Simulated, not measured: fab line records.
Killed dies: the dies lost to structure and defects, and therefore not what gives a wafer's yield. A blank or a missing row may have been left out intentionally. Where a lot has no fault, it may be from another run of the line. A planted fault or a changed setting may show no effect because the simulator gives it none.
fab line records -- flow sky130
[record] lots = 6, wafers = 18, lastDay = 50
route steps=708 shown NWELL@82 PWDE@84 VT_ADJUST_HVTP@85 VT_ADJUST_LVTN@97 PAD_OPEN@708
lots that met no fault: taken from a fault-free run of the same line
startH: start of the lot's first displayed wafer, in hours after the record's first day -- waitH: time in hours since the lot's previous step -- " unchanged from the row above -- L1.1+2: a single row standing in for several wafers -- - no value present, or no start provided -- * or withheld: withheld -- < > ~ a bound
route shown NAME@n: names a module that has steps shown in the file, with the first one's number in the route -- usual: the fault-free wafers' mean and standard deviation -- same: alike in all rows -- chamber/n: place in a boat -- sites: readings site by site -- _std_site: standard deviation across them -- _edge_site: the outer-site mean with the inner-site mean subtracted -- radiusMm: for every site, how far away it sits from the centre of the wafer -- mask NAME#n: copy n -- behind: the most recent tool/chamber to have shaped the wafer -- hold: the reason the lot was held/the length of the hold in hours/how it ended -- device: names the non-switching transistor (n, p or np) -- end of line: the same wafers' tests at the end of the route -- for a step that has no rows: nothing shown but its recipe -- killed: at the first sort, the dies lost to defects and structure; wafer yield is something else -- map: dies across one wafer; x = killed, . = not, _ = none there
set.NAME: the setting the step ran with; set.NAME@STEP: the setting that earlier step ran with -- model.NAME: the simulator's own value behind a step, which no gauge read
lots at some steps of the route; a table a step, a row a wafer
services: a tool's chamber out of use, with start hour (startH, from the record's first day; less than 0 if before it), hours out, and reason
[[steps]]
[step SKY_NWELL_RS_MEAS_29]
[recipe] thkMeasGauge = four-point-probe
[usual] NWELL_RS = 624.5/1.4
lot.wafer,tool,chamber,startH,waitH,NWELL_RS[ohm/sq]
L914.4,filmMetro-04,-,110.86,0.1,622.1
L914.5,filmMetro-04,-,110.86,0.1,623.6
L914.6,filmMetro-04,-,110.86,0.1,623.3
L915.2,filmMetro-02,-,113.47,0.1,622.1
L915.3,filmMetro-02,-,113.47,0.1,622.9
L915.4,filmMetro-02,-,113.47,0.1,621.3
L926.3,filmMetro-02,-,186.74,0.1,624.2
L926.5,filmMetro-02,-,186.74,0.1,622.9
L926.6,filmMetro-02,-,186.74,0.1,622.7
L929.3,filmMetro-01,-,197.85,0.1,627.0
L929.4,filmMetro-01,-,197.85,0.1,625.8
L929.6,filmMetro-01,-,197.85,0.1,625.9
L934.4,filmMetro-01,-,234.91,0.1,622.3
L934.5,filmMetro-01,-,234.91,0.1,623.6
L934.6,filmMetro-01,-,234.91,0.1,623.6
L935.1,filmMetro-01,-,242.20,0.1,624.9
L935.5,filmMetro-01,-,242.20,0.1,624.9
L935.6,filmMetro-01,-,242.20,0.1,624.6
[step SKY_NWELL_RS_MEAS_31]
[recipe] thkMeasGauge = four-point-probe
[usual] PWDE_RS = 5278/17
lot.wafer,tool,chamber,startH,waitH,PWDE_RS[ohm/sq]
L914.4,filmMetro-04,-,111.10,0.1,5279
L914.5,filmMetro-04,-,111.10,0.1,5263
L914.6,filmMetro-04,-,111.10,0.1,5269
L915.2,filmMetro-02,-,113.71,0.1,5282
L915.3,filmMetro-02,-,113.71,0.1,5287
L915.4,filmMetro-02,-,113.71,0.1,5264
L926.3,filmMetro-02,-,186.98,0.1,5253
L926.5,filmMetro-02,-,186.98,0.1,5241
L926.6,filmMetro-02,-,186.98,0.1,5266
L929.3,filmMetro-01,-,198.09,0.1,5274
L929.4,filmMetro-01,-,198.09,0.1,5279
L929.6,filmMetro-01,-,198.09,0.1,5296
L934.4,filmMetro-01,-,235.15,0.1,5313
L934.5,filmMetro-01,-,235.15,0.1,5287
L934.6,filmMetro-01,-,235.15,0.1,5302
L935.1,filmMetro-01,-,242.44,0.1,5270
L935.5,filmMetro-01,-,242.44,0.1,5266
L935.6,filmMetro-01,-,242.44,0.1,5278
[step SKY_VT_ADJUST_HVTP_DEHYDRATE_00]
[recipe] tempC = 200, timeS = 60
[step SKY_VT_ADJUST_HVTP_HMDS_01]
[recipe] primeTimeS = 60, primeTempC = 120
[step SKY_VT_ADJUST_HVTP_COAT_02]
[recipe] resist = NOVOLAK, spinRpm = 3000, resistThkNm = 1140
[step SKY_VT_ADJUST_HVTP_SOFTBAKE_03]
[recipe] tempC = 90, timeS = 60, resist = NOVOLAK
[step SKY_VT_ADJUST_HVTP_EXPOSE_04]
[recipe] maskId = HVTPM, na = 0.6, sourceShape = conventional, sigmaOuter = 0.6, polarization = unpolarized, targetCdNm = 380, doseMj = 140
[step SKY_VT_ADJUST_HVTP_PEB_05]
[recipe] tempC = withheld, timeS = *, resist = NOVOLAK
[step SKY_VT_ADJUST_HVTP_DEVELOP_06]
[recipe] resist = NOVOLAK, developer = TMAH, developTimeS = 60, devTempC = 23
[step SKY_VT_ADJUST_HVTP_CD_MEAS_07]
[recipe] targetCdNm = 380
[usual] cdNm = 379.4/2.7
lot.wafer,tool,chamber,startH,waitH,cdNm
L914.4,cdSem-01,-,129.81,0.1,382.6
L914.5,cdSem-01,-,129.81,0.1,383.0
L914.6,cdSem-01,-,129.81,0.1,380.3
L915.2,cdSem-02,-,131.82,0.1,380.2
L915.3,cdSem-02,-,131.82,0.1,378.6
L915.4,cdSem-02,-,131.82,0.1,381.1
L926.3,cdSem-01,-,208.29,0.1,378.8
L926.5,cdSem-01,-,208.29,0.1,376.2
L926.6,cdSem-01,-,208.29,0.1,377.8
L929.3,cdSem-01,-,219.99,0.1,383.0
L929.4,cdSem-01,-,219.99,0.1,380.9
L929.6,cdSem-01,-,219.99,0.1,383.9
L934.4,cdSem-02,-,258.06,0.1,376.2
L934.5,cdSem-02,-,258.06,0.1,374.8
L934.6,cdSem-02,-,258.06,0.1,375.2
L935.1,cdSem-02,-,265.10,0.1,378.3
L935.5,cdSem-02,-,265.10,0.1,377.5
L935.6,cdSem-02,-,265.10,0.1,375.5
[step SKY_VT_ADJUST_HVTP_OVL_MEAS_08]
[usual] VT_ADJUST_HVTP_OVL = 0.7/1.6
lot.wafer,tool,chamber,startH,waitH,VT_ADJUST_HVTP_OVL[nm]
L914.4,overlay-01,-,129.89,0.1,-2.0
L914.5,overlay-01,-,129.89,0.1,0.1
L914.6,overlay-01,-,129.89,0.1,-0.5
L915.2,overlay-02,-,131.93,0.1,0.4
L915.3,overlay-02,-,131.93,0.1,-0.5
L915.4,overlay-02,-,131.93,0.1,0.0
L926.3,overlay-02,-,208.38,0.1,2.4
L926.5,overlay-02,-,208.38,0.1,2.1
L926.6,overlay-02,-,208.38,0.1,4.1
L929.3,overlay-02,-,220.08,0.1,2.0
L929.4,overlay-02,-,220.08,0.1,1.7
L929.6,overlay-02,-,220.08,0.1,2.1
L934.4,overlay-02,-,258.14,0.1,-0.3
L934.5,overlay-02,-,258.14,0.1,1.6
L934.6,overlay-02,-,258.14,0.1,0.4
L935.1,overlay-02,-,265.22,0.1,0.9
L935.5,overlay-02,-,265.22,0.1,2.8
L935.6,overlay-02,-,265.22,0.1,2.8
[step SKY_VT_ADJUST_HVTP_IMPLANT_09]
[recipe] species = As, energyKev = 150, doseCm2 = 4.3e+12, tiltDeg = withheld
[usual] doseIonsCm2 = 4.3e+12/4.5e+09, faradayCurrentUA = 24.3/0.49
lot.wafer,tool,chamber,startH,waitH,doseIonsCm2,faradayCurrentUA
L914.4,implanter-03,0,129.98,0.1,4.301e+12,24.1
L914.5,implanter-03,0,129.98,0.1,4.3e+12,24.3
L914.6,implanter-03,0,129.98,0.1,4.305e+12,24.0
L915.2,implanter-04,0,131.98,0.0,4.297e+12,24.1
L915.3,implanter-04,0,131.98,0.0,4.302e+12,24.4
L915.4,implanter-04,0,131.98,0.0,4.302e+12,23.4
L926.3,implanter-03,0,208.46,0.1,4.917e+12,28.1
L926.5,implanter-03,0,208.46,0.1,4.919e+12,29.1
L926.6,implanter-03,0,208.46,0.1,4.912e+12,27.8
L929.3,implanter-03,0,220.16,0.1,4.914e+12,27.9
L929.4,implanter-03,0,220.16,0.1,4.909e+12,28.0
L929.6,implanter-03,0,220.16,0.1,4.919e+12,28.4
L934.4,implanter-04,0,258.23,0.1,4.298e+12,24.6
L934.5,implanter-04,0,258.23,0.1,4.299e+12,24.4
L934.6,implanter-04,0,258.23,0.1,4.305e+12,24.7
L935.1,implanter-01,0,265.26,0.0,4.296e+12,24.8
L935.5,implanter-01,0,265.26,0.0,4.295e+12,23.4
L935.6,implanter-01,0,265.26,0.0,4.3e+12,24.3
[step SKY_VT_ADJUST_HVTP_STRIP_10]
[recipe] chemistry = O2/N2, powerW = 1400, pressureMtorr = 1500, platenTempC = withheld, o2FlowSccm = 3000, n2FlowSccm = 300, overashFraction = 0.5
[usual] drypumpMotorCurrentA = 6.1/0.5, oesProductAu = 0.715/0.0046, stripTimeToEndpointS = 14.18/0.044
lot.wafer,tool,chamber,startH,waitH,drypumpMotorCurrentA,oesProductAu,rfHoursCounterH,stripTimeToEndpointS
L914.4,plasmaAsher-01,1,130.09,0.1,4.8,0.711,-,14.21
L914.5,plasmaAsher-01,1,130.09,0.1,4.8,0.711,-,14.20
L914.6,plasmaAsher-01,0,130.09,0.1,5.7,0.718,-,14.16
L915.2,plasmaAsher-04,0,132.11,0.1,6.8,0.708,47,14.21
L915.3,plasmaAsher-04,1,132.11,0.1,5.8,0.712,-,14.14
L915.4,plasmaAsher-04,0,132.11,0.1,6.8,0.710,-,14.16
L926.3,plasmaAsher-02,0,208.59,0.1,6.3,0.719,-,14.15
L926.5,plasmaAsher-02,0,208.59,0.1,6.3,0.710,-,14.22
L926.6,plasmaAsher-02,1,208.59,0.1,6.0,0.722,-,14.23
L929.3,plasmaAsher-02,1,220.29,0.1,6.0,0.713,-,14.15
L929.4,plasmaAsher-02,0,220.29,0.1,6.3,0.716,-,14.18
L929.6,plasmaAsher-02,1,220.29,0.1,6.0,0.718,-,14.13
L934.4,plasmaAsher-04,0,258.34,0.1,6.8,0.718,-,14.21
L934.5,plasmaAsher-04,1,258.34,0.1,5.8,0.711,-,14.18
L934.6,plasmaAsher-04,0,258.34,0.1,6.9,0.709,-,14.20
L935.1,plasmaAsher-02,1,265.41,0.1,6.0,0.719,43,14.18
L935.5,plasmaAsher-02,0,265.41,0.1,6.3,0.719,-,14.11
L935.6,plasmaAsher-02,1,265.41,0.1,6.0,0.714,-,14.14
[step SKY_VT_ADJUST_HVTP_TW_MEAS_11]
[usual] VT_ADJUST_HVTP_TW = 1358/6.2
lot.wafer,tool,chamber,startH,waitH,VT_ADJUST_HVTP_TW
L914.4,filmMetro-04,-,130.19,0.1,1359
L914.5,filmMetro-04,-,130.19,0.1,1355
L914.6,filmMetro-04,-,130.19,0.1,1357
L915.2,filmMetro-01,-,132.22,0.1,1350
L915.3,filmMetro-01,-,132.22,0.1,1356
L915.4,filmMetro-01,-,132.22,0.1,1349
L926.3,filmMetro-04,-,208.68,0.1,1428
L926.5,filmMetro-04,-,208.68,0.1,1422
L926.6,filmMetro-04,-,208.68,0.1,1421
L929.3,filmMetro-03,-,220.38,0.1,1411
L929.4,filmMetro-03,-,220.38,0.1,1417
L929.6,filmMetro-03,-,220.38,0.1,1412
L934.4,filmMetro-03,-,258.44,0.1,1364
L934.5,filmMetro-03,-,258.44,0.1,1360
L934.6,filmMetro-03,-,258.44,0.1,1363
L935.1,filmMetro-01,-,265.51,0.1,1359
L935.5,filmMetro-01,-,265.51,0.1,1358
L935.6,filmMetro-01,-,265.51,0.1,1366
[step SKY_VT_ADJUST_LVTN_DEHYDRATE_00]
[recipe] tempC = 200, timeS = 60
[step SKY_PAD_OPEN_PROBE_99]
[usual] killed_at_M0_to_M3 = 43/6.7, killed_at_M4_up = 3.2/1.8, killedAtContacts = 25/5.2, killedAtFrontEnd = 15/4.4, killedAtOther = 0.2/0.4, killedDies = 87/9.3, killedOnRim = 17/4, killedOpen = 48/7.1, killedShort = 39/6
[same] grossDies = 492, killedAtBackSide = 0
lot.wafer,tool,chamber,startH,waitH,killed_at_M0_to_M3,killed_at_M4_up,killedAtContacts,killedAtFrontEnd,killedAtOther,killedDies,killedOnRim,killedOpen,killedShort,model.etest.tipP.rsOhmSq,model.etest.pfet_01v8.rOnOhmUm,model.etest.pfet_01v8.driveUaUm,model.etest.pfet_01v8_mvt.driveUaUm,model.etest.pfet_01v8_hvt.driveUaUm,model.etest.sramPfetLatch.driveUaUm,model.etest.pfet_01v8.offLog10AUm,model.etest.pfet_01v8_mvt.offLog10AUm
L914.4,prober-02,-,1080.96,0.2,49,1,23,15,0,88,28,46,42,7014,2882,192.9,150.6,143.2,141.9,-9.837,-10.82
L914.5,prober-02,-,1081.01,0.2,46,4,22,19,1,92,21,53,39,6983,2944,189.4,149,141.4,134.8,-10.2,-11.08
L914.6,prober-02,-,1081.06,0.2,35,2,28,16,1,82,19,48,34,7019,2962,186.7,147.2,139.8,138.6,-10.26,-10.96
L915.2,prober-01,-,1084.18,0.1,48,5,33,11,0,97,20,52,45,6894,2857,195.6,153.7,145.9,145.9,-9.641,-10.76
L915.3,prober-01,-,1084.23,0.2,51,3,16,17,0,87,19,37,50,6894,2871,195,152.8,144.8,148,-9.662,-10.68
L915.4,prober-01,-,1084.28,0.2,39,3,31,11,0,84,14,44,40,6859,2900,193.5,153.6,142.9,140.5,-10,-10.68
L926.3,prober-01,-,1158.55,0.2,48,1,22,16,0,87,15,45,42,7252,3043,175.2,135.6,130.2,133.5,-11.02,-12.12
L926.5,prober-01,-,1158.65,0.2,41,4,31,16,0,92,19,51,41,7259,2991,180.3,139.3,135.4,138.7,-10.92,-11.98
L926.6,prober-01,-,1158.70,0.2,43,0,30,22,0,95,21,52,43,7247,2977,180.2,138.5,136.5,140.8,-10.8,-12
L929.3,prober-01,-,1165.60,0.2,48,4,32,16,0,100,18,58,42,7339,2908,183.9,141.1,139.4,138.3,-10.78,-11.99
L929.4,prober-01,-,1165.65,0.2,35,6,31,20,0,92,21,51,41,7285,2858,190,143.2,142.6,140.6,-10.57,-11.94
L929.6,prober-01,-,1165.75,0.2,41,6,18,20,0,85,17,45,40,7247,2901,185.4,141.8,139.7,139,-10.95,-11.98
L934.4,prober-02,-,1194.77,0.2,37,2,32,12,1,84,16,46,38,6825,2919,191.4,150,141.1,139.8,-9.728,-10.71
L934.5,prober-02,-,1194.82,0.2,40,3,39,15,0,97,18,58,39,6820,2872,191.8,152.2,143.7,148.3,-9.761,-10.6
L934.6,prober-02,-,1194.87,0.2,43,5,32,11,0,91,13,49,42,6818,2916,192.8,151.3,144.1,141.8,-9.643,-10.72
L935.1,prober-01,-,1199.92,0.1,45,5,16,13,0,79,13,31,48,6878,2993,186.6,148.6,137.7,139.4,-10.22,-10.8
L935.5,prober-01,-,1200.12,0.2,30,5,25,10,1,71,13,43,28,6961,2905,192.7,150,142.6,142.9,-10.16,-10.86
L935.6,prober-01,-,1200.17,0.2,47,4,23,12,0,86,18,50,36,6865,2944,186.7,149.8,139.9,143.8,-10.19,-10.9
// killed by level:class
L914.4 VIA1:geometricParticle:open=11 VIA1:geometricParticle:short=8 CONTACT:geometricParticle:open=7 VIA3:geometricParticle:open=7 POLY_GATE:geometricParticle:short=6 LI_CONTACT:geometricParticle:open=6 SPACER:geometricParticle:short=5 CONTACT:geometricParticle:short=5
L914.5 VIA1:geometricParticle:open=12 CONTACT:geometricParticle:open=10 VIA3:geometricParticle:open=8 METAL2:geometricParticle:short=6 LI_CONTACT:geometricParticle:open=6 VIA2:geometricParticle:open=6 FIELD_ISO:geometricParticle:short=5 METAL3:geometricParticle:short=5
L914.6 CONTACT:geometricParticle:open=15 LI_CONTACT:geometricParticle:open=9 VIA1:geometricParticle:open=7 FIELD_ISO:geometricParticle:short=6 VIA2:geometricParticle:open=5 VIA3:geometricParticle:open=5 METAL1:geometricParticle:short=4 POLY_GATE:geometricParticle:short=3
L915.2 LI_CONTACT:geometricParticle:open=12 METAL1:geometricParticle:short=11 VIA1:geometricParticle:open=10 VIA3:geometricParticle:open=9 LOCAL_INTERCONNECT:geometricParticle:short=6 CONTACT:geometricParticle:short=6 VIA2:geometricParticle:open=5 METAL2:geometricParticle:short=5
L915.3 VIA1:geometricParticle:short=8 VIA3:geometricParticle:open=7 METAL1:geometricParticle:short=7 POLY_GATE:geometricParticle:short=6 LOCAL_INTERCONNECT:geometricParticle:short=6 VIA1:geometricParticle:open=6 CONTACT:geometricParticle:short=5 VIA3:geometricParticle:short=5
L915.4 VIA1:geometricParticle:open=10 CONTACT:geometricParticle:open=8 LI_CONTACT:geometricParticle:open=7 METAL1:geometricParticle:short=7 VIA2:geometricParticle:open=6 POLY_GATE:geometricParticle:open=5 LI_CONTACT:geometricParticle:short=5 CONTACT:geometricParticle:short=5
L926.3 VIA1:geometricParticle:open=12 FIELD_ISO:geometricParticle:short=8 LI_CONTACT:geometricParticle:open=8 VIA3:geometricParticle:open=6 VIA2:geometricParticle:open=6 METAL1:geometricParticle:short=6 VIA1:geometricParticle:short=6 LI_CONTACT:geometricParticle:short=4
L926.5 CONTACT:geometricParticle:open=14 VIA1:geometricParticle:open=9 CONTACT:geometricParticle:short=6 VIA3:geometricParticle:open=6 LI_CONTACT:geometricParticle:open=5 VIA1:geometricParticle:short=5 METAL2:geometricParticle:short=5 FIELD_ISO:geometricParticle:open=4
L926.6 VIA1:geometricParticle:open=13 LI_CONTACT:geometricParticle:open=8 FIELD_ISO:geometricParticle:short=7 FIELD_ISO:geometricParticle:open=6 LOCAL_INTERCONNECT:geometricParticle:short=6 CONTACT:geometricParticle:open=6 METAL2:geometricParticle:short=6 LI_CONTACT:geometricParticle:short=5
L929.3 CONTACT:geometricParticle:open=14 VIA1:geometricParticle:open=12 LI_CONTACT:geometricParticle:open=8 VIA2:geometricParticle:open=7 LOCAL_INTERCONNECT:geometricParticle:short=6 METAL1:geometricParticle:short=6 VIA3:geometricParticle:open=6 SPACER:geometricParticle:short=5
L929.4 CONTACT:geometricParticle:open=13 VIA1:geometricParticle:open=8 VIA3:geometricParticle:open=8 LOCAL_INTERCONNECT:geometricParticle:short=6 FIELD_ISO:geometricParticle:open=5 FIELD_ISO:geometricParticle:short=5 METAL2:geometricParticle:short=5 POLY_GATE:geometricParticle:open=4
L929.6 VIA1:geometricParticle:open=9 VIA1:geometricParticle:short=7 VIA2:geometricParticle:open=7 LI_CONTACT:geometricParticle:open=6 METAL1:geometricParticle:short=6 VIA3:geometricParticle:open=6 METAL4:geometricParticle:short=5 FIELD_ISO:geometricParticle:short=4
L934.4 CONTACT:geometricParticle:open=13 VIA1:geometricParticle:open=10 VIA1:geometricParticle:short=8 CONTACT:geometricParticle:short=7 LI_CONTACT:geometricParticle:open=6 METAL1:geometricParticle:short=5 VIA3:geometricParticle:open=4 POLY_GATE:geometricParticle:short=3
L934.5 CONTACT:geometricParticle:open=13 LI_CONTACT:geometricParticle:open=12 VIA1:geometricParticle:open=11 METAL2:geometricParticle:short=9 FIELD_ISO:geometricParticle:open=6 CONTACT:geometricParticle:short=6 POLY_GATE:geometricParticle:open=5 VIA3:geometricParticle:open=5
L934.6 CONTACT:geometricParticle:open=9 LOCAL_INTERCONNECT:geometricParticle:short=8 VIA1:geometricParticle:open=8 VIA2:geometricParticle:open=8 LI_CONTACT:geometricParticle:open=7 VIA3:geometricParticle:open=6 CONTACT:geometricParticle:short=5 VIA1:geometricParticle:short=5
L935.1 VIA1:geometricParticle:open=10 METAL1:geometricParticle:short=7 METAL2:geometricParticle:short=5 CONTACT:geometricParticle:open=5 VIA1:geometricParticle:short=5 METAL4:geometricParticle:short=5 POLY_GATE:geometricParticle:short=4 LOCAL_INTERCONNECT:geometricParticle:short=4
L935.5 CONTACT:geometricParticle:open=10 VIA3:geometricParticle:open=8 VIA1:geometricParticle:open=7 LI_CONTACT:geometricParticle:open=6 CONTACT:geometricParticle:short=5 POLY_GATE:geometricParticle:short=4 VIA1:geometricParticle:short=4 VIA2:geometricParticle:open=4
L935.6 VIA1:geometricParticle:open=18 VIA1:geometricParticle:short=7 LI_CONTACT:geometricParticle:open=7 LOCAL_INTERCONNECT:geometricParticle:short=7 VIA3:geometricParticle:open=6 CONTACT:geometricParticle:open=6 VIA2:geometricParticle:open=5 METAL1:geometricParticle:short=4
[[services]]
tool,chamber,startH,hours,kind
plasmaAsher-01,-,108.75,9.0,pm
plasmaAsher-01,0,108.75,9.0,ventCycle
plasmaAsher-01,1,108.75,9.0,ventCycle
implanter-04,-,114.66,3.7,pm
plasmaAsher-01,0,117.75,-,clean
plasmaAsher-01,1,117.75,-,clean
plasmaAsher-02,-,128.01,9.0,repair
implanter-04,-,187.61,2.0,repair
implanter-01,-,228.35,4.5,repair
implanter-03,-,233.50,4.1,repair
implanter-03,-,239.90,5.3,pm
implanter-01,-,265.47,10.1,repair
[[key]]
[firstSign] step = SKY_VT_ADJUST_HVTP_IMPLANT_09, reading = doseIonsCm2, direction = up, sigmas = 99+, usual = *, struck = *
[effect] step = SKY_VT_ADJUST_HVTP_IMPLANT_09, reading = faradayCurrentUA, direction = up, sigmas = 8.1, usual = 24.3, struck = 28.2
[effect] step = SKY_VT_ADJUST_HVTP_TW_MEAS_11, reading = VT_ADJUST_HVTP_TW, direction = up, sigmas = 9.7, usual = 1358, struck = 1418
[modelEffect] step = SKY_PAD_OPEN_PROBE_99, value = etest.tipP.rsOhmSq, without = 6905, struck = 7272
metAt SKY_VT_ADJUST_HVTP_IMPLANT_09
struckWafers L926.3,L926.5,L926.6,L929.3,L929.4,L929.6
testerLeftOut L926,L929
onsetBetween 129.98 208.46
[fault] kind = processParameterDrift, tool = implanter-03, chamber = -, onsetH = 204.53, steps = SKY_VT_ADJUST_HVTP_IMPLANT_09, channel = doseCm2, offset = *, shape = step, endH = 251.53, actsIn = *, stated = *
// testerLeftOut: of these lots the tester's yield and bins aren't shown, on N5 and GAA mostly nor the transistor test; their killed dies are dies lost to structure and defects alone, not to doping, threshold or leakage, so they don't give the yield
